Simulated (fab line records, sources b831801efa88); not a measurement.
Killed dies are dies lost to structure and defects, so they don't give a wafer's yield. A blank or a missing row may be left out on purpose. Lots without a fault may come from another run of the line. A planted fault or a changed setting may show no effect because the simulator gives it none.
A struck lot beside a sound one | flow sky130 | 15 steps out of a route of 708
Sound: wafers L172.2, L172.4, L172.5. Struck: wafers L178.1, L178.3, L178.5. The cause comes at the end.
At each step with rows: each side's tool, then ch and its chambers, then its first start. Under that, the readings that differ: sound wafers | struck wafers | difference of the means | sigmas: that difference in standard deviations of wafers without a fault.
alike: readings whose means differ by less than 2 such deviations, and words and numbers that are the same on both sides. not compared: withheld readings, readings that some wafer has no value for, bounds like >300 that may hide the same value, and numbers for which the record gives no deviation and whose values overlap.
The two part at a step that has a row with sigmas, a row that says differs or no value, or rows on one side only. Numbers that don't overlap but have no deviation are shown without sigmas and don't part them. A reading that every wafer of one side lacks parts them only if that side has two wafers or more.

first, 2 steps without rows for these wafers: SKY_LDD_HVP_PEB_05; SKY_LDD_HVP_DEVELOP_06 (develop time 60 s).
SKY_LDD_HVP_OVL_MEAS_07:
  sound on overlay-02, day 23 00:17; struck on overlay-01, day 25 14:35
  alike: LDD_HVP_OVL
then, 1 step without rows for these wafers: SKY_LDD_HVP_IMPLANT_08.
SKY_LDD_HVP_STRIP_09: strips in O2/N2.
  sound on plasma_asher-01 ch 0,1, day 23 00:28; struck on plasma_asher-03 ch 1, day 25 14:46
  alike: drypump_motor_current_A, oes_product_au, strip_time_to_endpoint_s
  not compared: rf_hours_counter_h
SKY_LDD_HVP_TW_MEAS_10:
  sound on film_metro-02, day 23 00:34; struck on film_metro-01, day 25 14:52
  alike: LDD_HVP_TW
then, 6 steps without rows for these wafers: SKY_LDD_LDN_DEHYDRATE_00 (time 60 s); SKY_LDD_LDN_HMDS_01 (prime time 60 s); SKY_LDD_LDN_COAT_02 (resist thk 1140 nm); SKY_LDD_LDN_SOFTBAKE_03 (time 60 s); SKY_LDD_LDN_EXPOSE_04 (exposes mask LDNTM, target cd 700 nm); SKY_LDD_LDN_PEB_05.
SKY_LDD_LDN_DEVELOP_06: develop time 60 s.
  sound on litho_track-02 ch 0, day 24 06:22; struck on litho_track-02 ch 0, day 26 19:23
  reading              | sound             | struck            | difference | sigmas
  developer_temp_C (C) | 22.93 22.99 23.06 | 23.92 23.93 23.97 | +0.95      | +9
SKY_LDD_LDN_OVL_MEAS_07:
  sound on overlay-01, day 24 06:29; struck on overlay-02, day 26 19:32
  alike: LDD_LDN_OVL
-- the record jumps here: 22 days lie between the struck wafers' starts before and after (it left off in module LDD_LDN and takes up again in module PAD_OPEN, whose first step shown is number 708 of the route) --
SKY_PAD_OPEN_PROBE_99:
  sound on prober-02, day 46 18:17; struck on prober-01, day 48 13:19
  alike: killed_at_M0_to_M3, killed_at_M4_up, killed_at_contacts, killed_at_front_end, killed_at_other, killed_dies, killed_open, killed_short

WHERE THEY PART
Only at SKY_LDD_LDN_DEVELOP_06, within this record. Later steps at which nothing parts them and some readings are alike: SKY_LDD_LDN_OVL_MEAS_07, SKY_PAD_OPEN_PROBE_99.

WHY: what the simulator had put in
Process parameter drift: litho_track-02, from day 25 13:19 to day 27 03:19, at SKY_LDD_LDN_DEVELOP_06. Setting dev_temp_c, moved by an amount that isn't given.
